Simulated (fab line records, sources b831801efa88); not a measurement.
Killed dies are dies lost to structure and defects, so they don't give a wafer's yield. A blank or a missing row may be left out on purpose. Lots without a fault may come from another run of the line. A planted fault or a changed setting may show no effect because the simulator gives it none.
Which tool did it? | flow sky130 | 13 lots, 39 wafers sampled, at 6 steps of a route of 708

WHAT THE GAUGES READ, wafer by wafer
SKY_POLY_GATE_OVL_MEAS_14.
lot  | measured     | on         | POLY_GATE_OVL (nm)
L873 | day 16 02:59 | overlay-02 | 5 1 3
L874 | day 16 13:13 | overlay-02 | 14 15 6
L875 | day 16 19:07 | overlay-01 | 8 12 2
L876 | day 17 01:48 | overlay-01 | -7 -8 -5
L877 | day 17 15:13 | overlay-01 | -2 -7 1
L878 | day 18 03:20 | overlay-01 | 1 10 6
L880 | day 19 12:41 | overlay-01 | 7 5 2
L881 | day 19 12:49 | overlay-02 | -5 -4 -3
L883 | day 20 01:27 | overlay-01 | -2 -5 5
L893 | day 23 21:00 | overlay-01 | -4 3 0
L894 | day 24 07:29 | overlay-01 | 7 7 5
L895 | day 24 08:28 | overlay-02 | -4 0 -3
L896 | day 24 10:52 | overlay-01 | -3 -3 7

SKY_LDD_HVN_OVL_MEAS_07.
lot  | measured     | on         | LDD_HVN_OVL (nm)
L873 | day 19 21:32 | overlay-01 | -0.8 -0.8 -0.1
L874 | day 20 09:16 | overlay-02 | -0.9 -2.6 -3.2
L875 | day 20 15:46 | overlay-02 | 0.7 0.5 -0.3
L876 | day 20 23:41 | overlay-01 | -1.1 -3.5 -2.1
L877 | day 21 13:42 | overlay-02 | 0.5 2.1 0.9
L878 | day 22 03:16 | overlay-01 | -0.8 -0.4 -0.5
L880 | day 23 15:34 | overlay-01 | -0.5 -0.2 0.7
L881 | day 23 10:07 | overlay-02 | -1.9 -0.7 1.5
L883 | day 24 05:26 | overlay-01 | - - -
L893 | day 27 17:38 | overlay-01 | -0.6 -2.5 0.4
L894 | day 28 02:07 | overlay-02 | -2.2 -1.8 0.2
L895 | day 28 02:38 | overlay-02 | -1.3 -1.7 -1.0
L896 | day 28 06:01 | overlay-01 | -0.5 -2.5 -1.8

SKY_LDD_HVN_TW_MEAS_10.
lot  | measured     | on            | LDD_HVN_TW
L873 | day 19 21:49 | film_metro-02 | 1434 1428 1428
L874 | day 20 09:34 | film_metro-02 | 1428 1434 1441
L875 | day 20 16:04 | film_metro-02 | 1431 1430 1430
L876 | day 20 23:59 | film_metro-02 | 1432 1430 1437
L877 | day 21 13:59 | film_metro-01 | 1464 1447 1463
L878 | day 22 03:32 | film_metro-02 | 1419 1424 1425
L880 | day 23 15:50 | film_metro-01 | 1442 1443 1450
L881 | day 23 10:24 | film_metro-01 | 1444 1446 1446
L883 | day 24 05:43 | film_metro-02 | 30 30 30
L893 | day 27 17:55 | film_metro-01 | 1455 1463 1463
L894 | day 28 02:23 | film_metro-02 | 1427 1439 1433
L895 | day 28 02:55 | film_metro-02 | 1439 1431 1434
L896 | day 28 06:19 | film_metro-04 | 1456 1447 1453

WHICH TOOL RAN EACH LOT (tool, then ch and the chambers of the sampled wafers, then the start)
lot  | SKY_POLY_GATE_ETCH_16              | SKY_LDD_HVN_EXPOSE_04               | SKY_LDD_HVN_STRIP_09
L873 | rie_diel-04 ch 1,2,3, day 16 03:07 | iline_stepper-02 ch 0, day 19 06:22 | plasma_asher-04 ch 0,1, day 19 21:43
L874 | rie_diel-03 ch 1,2,3, day 16 13:20 | iline_stepper-01 ch 0, day 19 18:28 | plasma_asher-02 ch 0,1, day 20 09:28
L875 | rie_diel-04 ch 1,2,3, day 16 19:16 | iline_stepper-01 ch 0, day 20 01:22 | plasma_asher-01 ch 0,1, day 20 15:59
L876 | rie_diel-04 ch 1,2,3, day 17 01:57 | iline_stepper-01 ch 0, day 20 09:15 | plasma_asher-04 ch 0,1, day 20 23:53
L877 | rie_diel-04 ch 0,2, day 17 15:24   | iline_stepper-02 ch 0, day 20 22:55 | plasma_asher-04 ch 0,1, day 21 13:55
L878 | rie_diel-03 ch 1,2,3, day 18 03:28 | iline_stepper-02 ch 0, day 21 11:49 | plasma_asher-01 ch 0,1, day 22 03:26
L880 | rie_diel-01 ch 0,3, day 19 12:49   | iline_stepper-02 ch 0, day 23 00:34 | plasma_asher-01 ch 0,1, day 23 15:44
L881 | rie_diel-03 ch 0,1,3, day 19 12:56 | iline_stepper-02 ch 0, day 22 19:05 | plasma_asher-01 ch 0,1, day 23 10:17
L883 | rie_diel-03 ch 1,2,3, day 20 01:34 | iline_stepper-01 ch 0, day 23 14:37 | plasma_asher-02 ch 0,1, day 24 05:37
L893 | rie_diel-03 ch 0,3, day 23 21:07   | iline_stepper-01 ch 0, day 27 03:11 | plasma_asher-04 ch 0,1, day 27 17:49
L894 | rie_diel-04 ch 0,1,2, day 24 07:37 | iline_stepper-01 ch 0, day 27 12:01 | plasma_asher-02 ch 1, day 28 02:17
L895 | rie_diel-03 ch 2,3, day 24 08:34   | iline_stepper-01 ch 0, day 27 12:38 | plasma_asher-04 ch 0, day 28 02:49
L896 | rie_diel-04 ch 0,1,2, day 24 10:59 | iline_stepper-01 ch 0, day 27 15:58 | plasma_asher-02 ch 0,1, day 28 06:13
- SKY_POLY_GATE_ETCH_16: etches Si3N4 in CH3F/O2, stops on poly-Si, time 147.5 s, target depth 75 nm.
- SKY_LDD_HVN_EXPOSE_04: exposes mask HVNTM, target cd 700 nm.
- SKY_LDD_HVN_STRIP_09: strips in O2/N2.

WHAT THE TOOLS THEMSELVES READ (means of the sampled wafers that have a number; where no wafer has one, the mark that the record gives instead)
SKY_POLY_GATE_ETCH_16.
lot  | tool        | drypump_motor_current_A (A) | oes_product_au (a.u.) | rf_fwd_power_W (W) | throttle_valve_pct (%)
L873 | rie_diel-04 | 5.9                         | 0.637                 | 398.2              | 10.530
L874 | rie_diel-03 | 5.8                         | 0.642                 | 397.6              | 10.541
L875 | rie_diel-04 | 5.9                         | 0.642                 | 397.3              | 10.534
L876 | rie_diel-04 | 5.9                         | 0.640                 | 397.1              | 10.534
L877 | rie_diel-04 | 5.8                         | 0.636                 | 395.7              | 10.539
L878 | rie_diel-03 | 5.8                         | 0.637                 | 398.0              | 10.545
L880 | rie_diel-01 | 6.2                         | 0.636                 | 396.9              | 10.537
L881 | rie_diel-03 | 5.5                         | 0.640                 | 398.3              | 10.541
L883 | rie_diel-03 | 5.8                         | 0.637                 | 398.3              | 10.538
L893 | rie_diel-03 | 5.7                         | 0.636                 | 398.4              | 10.536
L894 | rie_diel-04 | 5.9                         | 0.643                 | 398.4              | 10.532
L895 | rie_diel-03 | 6.3                         | 0.634                 | 397.0              | 10.535
L896 | rie_diel-04 | 5.9                         | 0.638                 | 398.9              | 10.537

SKY_LDD_HVN_EXPOSE_04.
lot  | tool             | reticle_temp_C (C)
L873 | iline_stepper-02 | 22.94
L874 | iline_stepper-01 | 23.09
L875 | iline_stepper-01 | 23.09
L876 | iline_stepper-01 | 23.01
L877 | iline_stepper-02 | 22.96
L878 | iline_stepper-02 | 22.97
L880 | iline_stepper-02 | 22.92
L881 | iline_stepper-02 | 22.97
L883 | iline_stepper-01 | 23.04
L893 | iline_stepper-01 | 22.99
L894 | iline_stepper-01 | 23.04
L895 | iline_stepper-01 | 23.06
L896 | iline_stepper-01 | 23.03

SKY_LDD_HVN_STRIP_09.
lot  | tool            | drypump_motor_current_A (A) | n2_flow_sccm (sccm) | oes_product_au (a.u.) | strip_time_to_endpoint_s (s)
L873 | plasma_asher-04 | 6.1                         | 299.3               | 0.408                 | 4.147
L874 | plasma_asher-02 | 5.6                         | 299.5               | 0.408                 | 4.141
L875 | plasma_asher-01 | 5.4                         | 299.4               | 0.407                 | 4.131
L876 | plasma_asher-04 | 5.9                         | 300.2               | 0.404                 | 4.106
L877 | plasma_asher-04 | 6.1                         | 300.3               | 0.408                 | 4.136
L878 | plasma_asher-01 | 5.4                         | 300.6               | 0.406                 | 4.131
L880 | plasma_asher-01 | 5.4                         | 300.3               | 0.407                 | 4.140
L881 | plasma_asher-01 | 5.4                         | 298.8               | 0.409                 | 4.149
L883 | plasma_asher-02 | 5.6                         | 299.0               | 0.410                 | 4.155
L893 | plasma_asher-04 | 6.0                         | 299.7               | 0.410                 | 4.134
L894 | plasma_asher-02 | 5.1                         | 299.8               | 0.410                 | 4.142
L895 | plasma_asher-04 | 5.8                         | 299.5               | 0.402                 | 4.139
L896 | plasma_asher-02 | 5.4                         | 300.9               | 0.408                 | 4.124

THE ANSWER, worked out from the rows above alone
Rule: what is usual is taken from the lots themselves. Put in order of their means at a reading, lots are off if they are a third of the lots or fewer, leave a main group of 4 or more, and stand apart from it by a gap of 3 or more times the standard deviation of the main group's means; of several such gaps the widest counts. A main group whose means are all the same, to the digits that the tables above print for the reading, isn't used. A lot without any number at a reading at which 4 lots or more have one is off too. The other lots that the step has rows for count as sound. The gauges are gone through in route order, then the tools' own readings, and for those a lot's mean is taken as printed above. The first step at which some lot is off is used, and at that step the reading that is off furthest; a lot without a number counts as furthest.
Off: L883, at SKY_LDD_HVN_OVL_MEAS_07 (LDD_HVN_OVL). Without a number there: L883. The main group: mean -0.8 nm, standard deviation 0.97.
A tool fits if, at a process step before that reading, it ran every lot that is off, and no sound lot after the first of them. The gauges at SKY_LDD_HVN_OVL_MEAS_07 aren't tried: what is off there is off at SKY_LDD_HVN_TW_MEAS_10 too, on other tools, and a gauge's error can't cause that. None of those tried fits.

WHAT THE SIMULATOR HAD PUT IN
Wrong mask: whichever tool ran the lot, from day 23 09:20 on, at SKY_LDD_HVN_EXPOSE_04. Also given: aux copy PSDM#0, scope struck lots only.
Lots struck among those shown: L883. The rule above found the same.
